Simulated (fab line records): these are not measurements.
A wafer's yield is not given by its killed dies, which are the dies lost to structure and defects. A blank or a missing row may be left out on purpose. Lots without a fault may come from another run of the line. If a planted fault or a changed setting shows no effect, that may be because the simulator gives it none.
fab line records ; flow gf180mcu
record: lots: 5; wafers: 15; last-day: 34
route steps=602 shown M1@327 V1@335 M2@362
lots untouched by any fault: they come from a run of this same line in which no faults occurred
start-h: the number of hours between the record's first day and the start of the first shown wafer of the lot ; wait-h: hours from the lot's prior step to this one ; " same as the row above ; L1.1+2: one row covering several wafers at once ; - no value present, or no start provided ; * or withheld: withheld ; < > ~ a bound
route shown NAME@n: a module of which the file shows steps, and the number in the route of the first ; usual: the fault-free wafers' mean and standard deviation ; same: alike in all rows ; chamber/n: place in a boat ; sites: each site's reading ; _std_site: the standard deviation of these ; _edge_site: the outer-site mean with the inner-site mean subtracted ; radius-mm: how far each site lies from the wafer's centre ; mask NAME#n: copy n ; behind: the last tool/chamber to shape the wafer ; hold: why the lot went on hold/how many hours it stayed there/how the hold came to an end ; device: transistor that didn't switch, given as n, p or np ; end of line: the route-end tests of the same wafers ; step lacking rows: just its recipe ; killed: the dies lost at the first sort to structure and to defects; this is not the yield of the wafer ; map: per-die view of a wafer (x killed, . not killed, _ where there is no die)
set.NAME: the run value of the setting; set.NAME@STEP: its run value at that earlier step ; model.NAME: the simulator's own value behind a step, which no gauge read
lots at selected steps of the route; one table per step, one row per wafer
services: the hour from which a tool's chamber was out of use, counted from the record's first day as start-h (under 0 if before that day), plus the number of hours and why
== steps ==
step: GF_M1_PEB_12
recipe: peb-temp-c: 135; peb-time-s: 90; resist: KrF
step: GF_M1_DEVELOP_13
recipe: develop-time-s: 60; dev-temp-c: 21
step: GF_M1_METAL_ETCH_16
recipe: chemistry: Cl2/BCl3; mask-material: KrF; target-depth-nm: 750.8; stop-on: SiO2; pressure-mtorr: 8; icp-w: 800; bias-w: 140; Cl2_flow_sccm: 80; bcl3-flow-sccm: 40; time-s: 125.1
step: GF_M1_STRIP_17
recipe: chemistry: O2/N2; power-w: 1400; pressure-mtorr: 1500; platen-temp-c: 250; o2-flow-sccm: 3000; n2-flow-sccm: 300; overash-fraction: 0.5
step: GF_M1_STRIP_18
recipe: chemistry: post-etch-residue-remover; time-s: 1200; temp-c: 72.5
step: GF_M1_CLEAN_19
recipe: chemistry: DIW; dry: n2-spin
step: GF_V1_CVD_00
recipe: material: SiO2; target-thk-nm: 600; sigma-open-frac: 0.3; temp-c: 400; time-s: 100; sih4-flow-sccm: 60; pressure-mtorr: 6
step: GF_V1_CVD_02
recipe: material: SiO2; target-thk-nm: 850; precursor: TEOS; temp-c: 400; time-s: 94.851; rf-w: 600
step: GF_V1_CMP_04
recipe: material: SiO2; down-force-psi: 4; platen-rpm: 60; pad-velocity-m-s: 0.94248
usual: motor-current-A: 12.5/1.1; time-to-endpoint-s: 84/6.5
lot.wafer;tool;chamber;start-h;wait-h;motor-current-A;time-to-endpoint-s;model.SiO2_of_V1_CVD_02.thk-nm
L724.3;cmp-01;3;446.52;0.0;12.8;81;635
L724.1;cmp-01;1;446.52;0.0;12.5;78;634.2
L724.2;cmp-01;2;446.52;0.0;11.2;76;632.4
L725.4;cmp-01;3;466.85;0.1;13.1;100;573.3
L725.1;cmp-01;0;466.85;0.1;12.9;97;573.3
L725.6;cmp-01;1;466.85;0.1;12.6;105;569.3
L727.4;cmp-01;1;472.91;0.0;12.7;109;568.6
L727.1;cmp-01;0;472.91;0.0;12.7;104;568.3
L727.5;cmp-01;1;472.91;0.0;13.4;102;566.8
L730.1;cmp-01;2;495.47;0.1;10.7;108;568.6
L730.3;cmp-01;0;495.47;0.1;12.0;102;569.7
L730.5;cmp-01;3;495.47;0.1;12.3;116;569.7
L740.2;cmp-01;3;576.68;0.1;12.7;84;635
L740.3;cmp-01;1;576.68;0.1;12.4;90;633.4
L740.6;cmp-01;3;576.68;0.1;12.8;97;633.9
step: GF_V1_DEHYDRATE_06
recipe: temp-c: 200; time-s: 60
step: GF_V1_HMDS_07
recipe: prime-time-s: 60; prime-temp-c: 120
step: GF_V1_COAT_08
recipe: resist: BARC; temp-c: withheld; time-s: withheld; spin-rpm: withheld; resist-thk-nm: withheld
step: GF_V1_COAT_09
recipe: resist: KrF; spin-rpm: withheld; resist-thk-nm: 1000
step: GF_V1_SOFTBAKE_10
recipe: temp-c: 130; time-s: 60; resist: KrF
step: GF_V1_EXPOSE_11
recipe: mask-id: Via1; target-cd-nm: 260; na: 0.68; source-shape: conventional; sigma-outer: 0.6; dose-mj: 38
step: GF_V1_PEB_12
recipe: peb-temp-c: 135; peb-time-s: 90; resist: KrF
step: GF_V1_DEVELOP_13
recipe: develop-time-s: 60; resist: KrF; dev-temp-c: 21
step: GF_V1_ETCH_16
recipe: chemistry: N2/H2; target-depth-a: withheld; overetch-a: withheld; time-s: withheld; target: BARC; ion-energy-ev: 200; source-w: 500; bias-w: 100; pressure-mtorr: 30; n2-flow-sccm: 100; h2-flow-sccm: 200
step: GF_V1_ETCH_17
recipe: chemistry: C4F8/O2/Ar; mask-material: KrF; target: SiO2; stop-on: TiN; source-w: 1500; bias-w: 1200; pressure-mtorr: 40; c4f8-flow-sccm: withheld; O2_flow_sccm: 6; Ar_flow_sccm: 300; time-s: withheld; target-depth-a: 6300
usual: oes-product-au: 0.856/0.0042
lot.wafer;tool;chamber;start-h;wait-h;oes-product-au;model.etch.depth-nm;model.V1.feature-depth-nm
L724.1;rie-diel-02;1;-;-;0.859;634.2;634.2
L724.2;rie-diel-02;0;-;-;0.858;632.4;632.4
L724.3;rie-diel-02;2;-;-;0.853;635;635
L725.1;rie-diel-04;0;-;-;0.816;573.3;573.3
L725.4;rie-diel-04;0;-;-;0.809;573.3;573.3
L725.6;rie-diel-04;2;-;-;0.810;569.3;569.3
L727.1;rie-diel-04;3;-;-;0.804;568.3;568.3
L727.4;rie-diel-04;1;-;-;0.806;568.6;568.6
L727.5;rie-diel-04;0;-;-;0.807;566.8;566.8
L730.1;rie-diel-04;2;-;-;0.809;568.6;568.6
L730.3;rie-diel-04;1;-;-;0.817;569.7;569.7
L730.5;rie-diel-04;2;-;-;0.817;569.7;569.7
L740.2;rie-diel-02;3;-;-;0.849;635;635
L740.3;rie-diel-02;2;-;-;0.852;633.4;633.4
L740.6;rie-diel-02;2;-;-;0.853;633.9;633.9
step: GF_V1_STRIP_18
recipe: chemistry: O2/N2; power-w: 1400; pressure-mtorr: 1433; platen-temp-c: 250; o2-flow-sccm: 3000; n2-flow-sccm: 300; overash-fraction: 0.5
step: GF_V1_STRIP_19
recipe: chemistry: post-etch-residue-remover; time-s: 1200; temp-c: 72.5
step: GF_V1_CLEAN_20
recipe: chemistry: DIW; dry: n2-spin
step: GF_V1_SPUTTER_21
recipe: material: Ti; target-thk-nm: 15; chamber-pressure-pa: 5; power-w: 2500; substrate-temp-c: 200; time-s: 80.02
step: GF_V1_SPUTTER_22
recipe: material: TiN; target-thk-nm: 10; chamber-pressure-pa: 5; power-w: 4000; time-s: 40
step: GF_V1_CVD_23
recipe: material: W; target-thk-nm: 350; time-s: 105.05; temp-c: 400; pressure-torr: 40
step: GF_V1_CMP_26
recipe: stop-on: SiO2; down-force-psi: 3.5; platen-rpm: 60; t-overpolish-s: 15; target-thk-nm: 0; pad-velocity-m-s: 0.94248
usual: motor-current-A: 11.4/1
lot.wafer;tool;chamber;start-h;wait-h;motor-current-A;model.SiO2_of_V1_CVD_02.thk-nm
L724.2;cmp-02;3;472.21;0.0;10.9;628.7
L724.3;cmp-02;0;472.21;0.0;10.8;631.2
L724.1;cmp-02;2;472.21;0.0;14.2;630.4
L725.1;cmp-01;2;492.69;0.3;10.0;569.5
L725.4;cmp-01;3;492.69;0.3;11.9;569.5
L725.6;cmp-01;1;492.69;0.3;11.7;565.5
L727.4;cmp-01;3;498.65;0.1;11.6;564.8
L727.1;cmp-01;0;498.65;0.1;12.1;564.5
L727.5;cmp-01;2;498.65;0.1;10.0;563
L730.1;cmp-01;1;519.99;0.1;11.6;564.9
L730.3;cmp-01;3;519.99;0.1;11.1;565.9
L730.5;cmp-01;1;519.99;0.1;11.5;565.9
L740.2;cmp-01;2;599.66;0.0;10.2;631.2
L740.3;cmp-01;3;599.66;0.0;11.3;629.6
L740.6;cmp-01;3;599.66;0.0;11.7;630.1
step: GF_M2_SPUTTER_00
recipe: material: Ti; target-thk-nm: 37.5; arriving-ion-energy-ev: 80; substrate-temp-c: 200; chamber-pressure-pa: 2; power-w: 4000; time-s: 150
== services ==
tool;chamber;start-h;hours;kind
rie-diel-02;0;425.40;-;clean
rie-diel-02;0;425.40;21.0;scheduled-down
rie-diel-02;0;425.40;21.0;vent-cycle
cmp-02;-;439.97;3.6;repair
rie-diel-04;1;440.02;12.4;repair
cmp-02;-;464.70;1.6;repair
cmp-01;-;478.25;12.6;pm
rie-diel-04;1;483.07;9.0;repair
cmp-02;-;490.84;6.0;pm
rie-diel-02;3;493.02;6.4;repair
cmp-02;-;538.17;5.8;pm
cmp-02;-;554.03;1.0;repair
cmp-01;-;572.26;4.0;pm
rie-diel-04;3;573.48;-;clean
rie-diel-04;3;573.48;15.4;scheduled-down
rie-diel-04;3;573.48;15.4;vent-cycle
cmp-01;-;576.26;-;consumable-replace:conditioner
cmp-01;-;576.26;-;consumable-replace:pad
== key ==
first-sign: step: GF_V1_CMP_04; reading: time-to-endpoint-s; direction: up; sigmas: 3.2; usual: *; struck: *
effect: step: GF_V1_ETCH_17; reading: oes-product-au; direction: down; sigmas: 11; usual: 0.856; struck: 0.811
model-effect: step: GF_V1_CMP_04; value: SiO2_of_V1_CVD_02.thk-nm; without: 632.2; struck: 569.7
model-effect: step: GF_V1_ETCH_17; value: etch.depth-nm; without: 632.2; struck: 569.7
model-effect: step: GF_V1_CMP_26; value: SiO2_of_V1_CVD_02.thk-nm; without: 628.4; struck: 566
met-at GF_V1_CMP_04
struck-wafers L725.1,L725.4,L725.6,L727.1,L727.4,L727.5,L730.1,L730.3,L730.5
onset-between 446.52 466.85
fault: kind: process-parameter-drift; tool: cmp-01; chamber: -; onset-h: 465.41; steps: GF_V1_CMP_04; channel: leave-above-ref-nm; offset: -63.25; shape: step; end-h: 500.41; acts-in: these-recipes-only; stated: 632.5
